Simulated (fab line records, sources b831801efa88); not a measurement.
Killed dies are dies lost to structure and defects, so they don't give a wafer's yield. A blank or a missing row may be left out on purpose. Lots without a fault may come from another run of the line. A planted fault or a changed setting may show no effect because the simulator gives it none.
Split-lot experiment | flow sky130 | 5 lots, 23 wafers read, on a route of 708 steps

THE SPLIT
At SKY_VT_ADJUST_PCH_IMPLANT_08, the setting energy_kev was moved away from the recipe's 10 on 7 of the 23 wafers read, by -3.8% to +5.2%. The other wafers ran this setting at the recipe's value.

The reading is taken at the split's own step.

THE READING
implant.drp_nm (the simulator's own value, which no gauge read), in nm, at SKY_VT_ADJUST_PCH_IMPLANT_08. The file gives no usual value for it.

wafer  | tool, chamber at the split | energy_kev as run | against the recipe | implant.drp_nm, nm | against lot-mates on the recipe
L074.1 | implanter-04, 0            | 10                | recipe             | 17.11              | -
L074.2 | implanter-04, 0            | 10                | recipe             | 17.11              | -
L074.3 | implanter-04, 0            | 10                | recipe             | 17.11              | -
L074.4 | implanter-04, 0            | 10                | recipe             | 17.11              | -
L074.5 | implanter-04, 0            | 10                | recipe             | 17.11              | -
L075.1 | implanter-02, 0            | 10                | recipe             | 17.11              | -
L075.4 | implanter-02, 0            | 10                | recipe             | 17.11              | -
L075.5 | implanter-02, 0            | 10                | recipe             | 17.11              | -
L077.1 | implanter-01, 0            | 10                | recipe             | 17.11              | -
L077.4 | implanter-01, 0            | 10                | recipe             | 17.11              | -
L077.6 | implanter-01, 0            | 10                | recipe             | 17.11              | -
L077.2 | implanter-01, 0            | 9.619             | -3.8%              | 16.66              | -0.45
L077.5 | implanter-01, 0            | 9.619             | -3.8%              | 16.66              | -0.45
L080.2 | implanter-04, 0            | 10                | recipe             | 17.11              | -
L080.6 | implanter-04, 0            | 10                | recipe             | 17.11              | -
L080.3 | implanter-04, 0            | 10.52             | +5.2%              | 17.73              | +0.62
L080.4 | implanter-04, 0            | 10.52             | +5.2%              | 17.73              | +0.62
L080.5 | implanter-04, 0            | 10.52             | +5.2%              | 17.73              | +0.62
L084.1 | implanter-01, 0            | 10                | recipe             | 17.11              | -
L084.3 | implanter-01, 0            | 10                | recipe             | 17.11              | -
L084.5 | implanter-01, 0            | 10                | recipe             | 17.11              | -
L084.2 | implanter-01, 0            | 10.15             | +1.5%              | 17.29              | +0.18
L084.6 | implanter-01, 0            | 10.15             | +1.5%              | 17.29              | +0.18

THE FIT
A straight line over all 23 wafers: implant.drp_nm changes by +0.119 nm for each +1% of energy_kev; r = +1.00; the points scatter about the line by 0.0011 nm.
The same after taking each lot's own level away (the mean of its wafers on the recipe; 23 wafers): +0.119 nm for each +1%; r = +1.00; scatter 0.0011 nm.
On that fit, the largest move of energy_kev shifts the reading by 0.62 nm.
The lots' own levels span 17.110 to 17.110 nm.
So the lot-to-lot level changes the slope little: the two slopes agree.
Check: with one of the wafers moved furthest among these (+5.2%) left out of the fit, the line predicts +0.619 nm for it against its lot-mates. It came out at +0.62 nm against them.

OTHER SPLITS ON THESE WAFERS
These wafers also went through other splits before the reading. Each is held against what the fit with the lots' levels taken away leaves over:
other split on the same wafers            | wafers away from the commonest value | r with implant.drp_nm (lot level and that fit taken away)
SKY_VT_ADJUST_LVTN_SOFTBAKE_14 temp_c     | 5                                    | -0.20
SKY_VT_ADJUST_NCORE_EXPOSE_04 dose_mj     | 7                                    | +0.18
SKY_VT_ADJUST_NCORE_IMPLANT_09 energy_kev | 7                                    | -0.29
SKY_VT_ADJUST_HVTR_EXPOSE_04 dose_mj      | 8                                    | -0.27

THE WHOLE CHAIN: every reading that the file lists as answering this split, in the file's order
step                         | what it does | reading                                                         | change (the file's fit)               | r (the file's)
SKY_VT_ADJUST_PCH_IMPLANT_08 |              | implant.rp_nm (the simulator's own value, which no gauge read)  | +0.306 nm for each +1% of the setting | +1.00
SKY_VT_ADJUST_PCH_IMPLANT_08 |              | implant.drp_nm (the simulator's own value, which no gauge read) | +0.119 nm for each +1% of the setting | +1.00

THE FILE'S OWN FIT
implant.drp_nm changes by +0.119 nm for each +1% of energy_kev, r = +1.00.
